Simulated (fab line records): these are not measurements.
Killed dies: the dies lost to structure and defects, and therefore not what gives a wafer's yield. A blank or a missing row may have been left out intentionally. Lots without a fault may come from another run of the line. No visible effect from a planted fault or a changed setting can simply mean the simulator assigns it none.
Which tool did it? + flow gf180mcu + 39 wafers from 13 lots sampled at 6 of the route's 602 steps

## WHAT THE GAUGES SHOWED, per wafer
GF_V5_THK_MEAS_01. Usual: V5_CVD_00_THK 299 nm, standard deviation 5.4.
| lot  | measured     | on            | V5_CVD_00_THK (nm) | flag |
|------|--------------|---------------|--------------------|------|
| L792 | day 26 08:50 | film-metro-01 | 299 298 298        |      |
| L794 | day 27 05:28 | film-metro-02 | 295 297 293        |      |
| L795 | day 27 15:09 | film-metro-01 | 306 295 310        |      |
| L796 | day 28 03:44 | film-metro-01 | 298 306 308        |      |
| L799 | day 28 19:05 | film-metro-01 | 310 309 298        |      |
| L801 | day 29 11:38 | film-metro-02 | 301 314 303        |      |
| L802 | day 29 18:59 | film-metro-02 | 296 296 294        |      |
| L803 | day 30 04:02 | film-metro-02 | 294 293 292        |      |
| L804 | day 30 12:32 | film-metro-01 | 298 298 296        |      |
| L805 | day 30 14:14 | film-metro-01 | 297 306 307        |      |
| L808 | day 31 11:05 | film-metro-02 | 300 309 299        |      |
| L809 | day 31 16:04 | film-metro-02 | 308 301 296        |      |
| L814 | day 32 22:16 | film-metro-01 | 295 312 307        |      |

GF_TOP_METAL_RS_MEAS_05: measures by four-point-probe. Usual: TOP_METAL_ALCU_RS 0.0328 ohm/sq, standard deviation 0.00043.
| lot  | measured     | on            | TOP_METAL_ALCU_RS (ohm/sq) | flag |
|------|--------------|---------------|----------------------------|------|
| L792 | day 27 08:01 | film-metro-03 | 0.0330 0.0327 0.0327       |      |
| L794 | day 28 04:22 | film-metro-01 | 0.0332 0.0326 0.0330       |      |
| L795 | day 28 13:13 | film-metro-01 | 0.0327 0.0322 0.0327       |      |
| L796 | day 29 02:07 | film-metro-01 | 0.0332 0.0331 0.0328       |      |
| L799 | day 29 16:25 | film-metro-01 | 0.0323 0.0329 0.0328       |      |
| L801 | day 30 08:48 | film-metro-01 | 0.0328 0.0332 0.0332       |      |
| L802 | day 30 15:46 | film-metro-01 | 0.0329 0.0327 0.0329       |      |
| L803 | day 31 00:48 | film-metro-01 | 0.0329 0.0329 0.0323       |      |
| L804 | day 31 09:01 | film-metro-01 | 0.0329 0.0323 0.0322       |      |
| L805 | day 31 10:28 | film-metro-01 | 0.0327 0.0301 0.0304       | OFF  |
| L808 | day 32 06:32 | film-metro-04 | 0.0329 0.0308 0.0308       | OFF  |
| L809 | day 32 11:34 | film-metro-01 | 0.0321 0.0326 0.0322       |      |
| L814 | day 33 16:29 | film-metro-04 | 0.0332 0.0326 0.0329       |      |

GF_TOP_METAL_THK_MEAS_06: measures by xrf. Usual: TOP_METAL_ALCU_THK 885 nm, standard deviation 12.
| lot  | measured     | on            | TOP_METAL_ALCU_THK (nm) | flag |
|------|--------------|---------------|-------------------------|------|
| L792 | day 27 08:07 | film-metro-03 | 874 884 882             |      |
| L794 | day 28 04:29 | film-metro-01 | 877 895 881             |      |
| L795 | day 28 13:19 | film-metro-01 | 891 905 892             |      |
| L796 | day 29 02:14 | film-metro-01 | 875 875 890             |      |
| L799 | day 29 16:32 | film-metro-01 | 901 887 884             |      |
| L801 | day 30 08:55 | film-metro-01 | 885 879 874             |      |
| L802 | day 30 15:53 | film-metro-01 | 882 887 881             |      |
| L803 | day 31 00:55 | film-metro-01 | 887 881 897             |      |
| L804 | day 31 09:07 | film-metro-01 | 886 905 906             |      |
| L805 | day 31 10:34 | film-metro-01 | 893 965 956             | OFF  |
| L808 | day 32 06:38 | film-metro-04 | 879 937 936             |      |
| L809 | day 32 11:41 | film-metro-01 | 908 892 906             |      |
| L814 | day 33 16:36 | film-metro-04 | 876 892 880             |      |

GF_TOP_METAL_OVL_MEAS_15. Usual: TOP_METAL_OVL 0.9 nm, standard deviation 1.3.
| lot  | measured     | on         | TOP_METAL_OVL (nm) | flag |
|------|--------------|------------|--------------------|------|
| L792 | day 28 04:11 | overlay-02 | 0.5 -0.3 0.4       |      |
| L794 | day 28 23:53 | overlay-01 | 0.5 1.1 -0.9       |      |
| L795 | day 29 08:36 | overlay-02 | 0.8 1.1 -0.8       |      |
| L796 | day 29 21:29 | overlay-02 | -1.1 -0.7 -1.4     |      |
| L799 | day 30 11:40 | overlay-02 | 3.1 3.1 2.0        |      |
| L801 | day 31 03:34 | overlay-01 | 0.0 0.4 0.7        |      |
| L802 | day 31 09:20 | overlay-01 | 1.1 1.6 1.8        |      |
| L803 | day 31 18:26 | overlay-01 | 3.3 1.6 3.3        |      |
| L804 | day 32 02:20 | overlay-02 | 0.9 1.5 0.7        |      |
| L805 | day 32 03:17 | overlay-02 | -0.5 -0.1 0.1      |      |
| L808 | day 32 22:46 | overlay-02 | 1.5 2.4 1.6        |      |
| L809 | day 33 04:21 | overlay-01 | -1.0 0.5 -0.1      |      |
| L814 | day 34 07:55 | overlay-01 | 0.4 1.1 0.9        |      |

## WHAT TOOL EACH LOT RAN ON (gives the tool, then ch and the chambers of the sampled wafers, and finally the start)
| lot  | GF_V5_CVD_02                    | GF_TOP_METAL_SPUTTER_02      |
|------|---------------------------------|------------------------------|
| L792 | pecvd-03 ch 0, day 26 08:53     | pvd-sputter-03, day 27 07:54 |
| L794 | pecvd-03 ch 0,1,2, day 27 05:31 | pvd-sputter-03, day 28 04:16 |
| L795 | pecvd-02 ch 1,2, day 27 15:11   | pvd-sputter-03, day 28 13:05 |
| L796 | pecvd-02 ch 0,1,2, day 28 03:47 | pvd-sputter-03, day 29 02:01 |
| L799 | pecvd-02 ch 0,1, day 28 19:08   | pvd-sputter-03, day 29 16:20 |
| L801 | pecvd-02 ch 0,1,2, day 29 11:41 | pvd-sputter-01, day 30 08:43 |
| L802 | pecvd-02 ch 0,1,2, day 29 19:02 | pvd-sputter-03, day 30 15:39 |
| L803 | pecvd-01 ch 1,2, day 30 04:05   | pvd-sputter-01, day 31 00:43 |
| L804 | pecvd-03 ch 0,1,2, day 30 12:35 | pvd-sputter-03, day 31 08:54 |
| L805 | pecvd-01 ch 1,2, day 30 14:17   | pvd-sputter-03, day 31 10:21 |
| L808 | pecvd-01 ch 0,1,2, day 31 11:08 | pvd-sputter-03, day 32 06:25 |
| L809 | pecvd-02 ch 1,2, day 31 16:08   | pvd-sputter-01, day 32 11:28 |
| L814 | pecvd-02 ch 1,2, day 32 22:19   | pvd-sputter-04, day 33 16:23 |
- GF_V5_CVD_02: deposits SiO2 from TEOS, target thk 1450 nm, time 163.28 s.
- GF_TOP_METAL_SPUTTER_02: material AlCu, target thk 900 nm, time 47.82 s.

## AS READ BY THE TOOLS THEMSELVES (means over the sampled wafers that have a number; for cases with no such wafer, the mark the record gives instead)
GF_V5_CVD_02. Usual: heater-power-w at 643 W, with a standard deviation of 79.
| lot  | tool     | heater-power-w (W) | flag |
|------|----------|--------------------|------|
| L792 | pecvd-03 | 664                |      |
| L794 | pecvd-03 | 637                |      |
| L795 | pecvd-02 | 626                |      |
| L796 | pecvd-02 | 603                |      |
| L799 | pecvd-02 | 562                |      |
| L801 | pecvd-02 | 626                |      |
| L802 | pecvd-02 | 601                |      |
| L803 | pecvd-01 | 684                |      |
| L804 | pecvd-03 | 680                |      |
| L805 | pecvd-01 | 623                |      |
| L808 | pecvd-01 | 671                |      |
| L809 | pecvd-02 | 684                |      |
| L814 | pecvd-02 | 638                |      |

GF_TOP_METAL_SPUTTER_02. Usual: throttle-valve-pct at 30.2 %, with a standard deviation of 0.62.
| lot  | tool           | throttle-valve-pct (%) | flag |
|------|----------------|------------------------|------|
| L792 | pvd-sputter-03 | 29.7                   |      |
| L794 | pvd-sputter-03 | 29.4                   |      |
| L795 | pvd-sputter-03 | 30.0                   |      |
| L796 | pvd-sputter-03 | 30.1                   |      |
| L799 | pvd-sputter-03 | 30.1                   |      |
| L801 | pvd-sputter-01 | 30.4                   |      |
| L802 | pvd-sputter-03 | 29.6                   |      |
| L803 | pvd-sputter-01 | 30.6                   |      |
| L804 | pvd-sputter-03 | 30.3                   |      |
| L805 | pvd-sputter-03 | 30.1                   |      |
| L808 | pvd-sputter-03 | 29.8                   |      |
| L809 | pvd-sputter-01 | 30.3                   |      |
| L814 | pvd-sputter-04 | 30.7                   |      |

## THE ANSWER, worked out from the rows above alone
Rule: a lot counts as off when the mean over its wafers that have a number is more than 3 standard deviations away from the usual mean. A lot without any number at a reading at which 4 lots or more have one is off too. All remaining lots with rows at the step are treated as sound. The gauges are gone through in route order, then the tools' own readings, and for those a lot's mean is taken as printed above. The first step at which some lot is off is used, and at that step the reading that is off furthest; a lot without a number counts as furthest.
Off: L805, L808, at GF_TOP_METAL_RS_MEAS_05 (TOP_METAL_ALCU_RS).
A tool fits if, at a process step before that reading, it ran every lot that is off, and no sound lot after the first of them. Gauges at GF_TOP_METAL_RS_MEAS_05: tried the same way as those tools. This does not decide it: 2 tools fit, namely pecvd-01 at GF_V5_CVD_02 and pvd-sputter-03 at GF_TOP_METAL_SPUTTER_02.

## WHAT THE SIMULATOR PUT IN
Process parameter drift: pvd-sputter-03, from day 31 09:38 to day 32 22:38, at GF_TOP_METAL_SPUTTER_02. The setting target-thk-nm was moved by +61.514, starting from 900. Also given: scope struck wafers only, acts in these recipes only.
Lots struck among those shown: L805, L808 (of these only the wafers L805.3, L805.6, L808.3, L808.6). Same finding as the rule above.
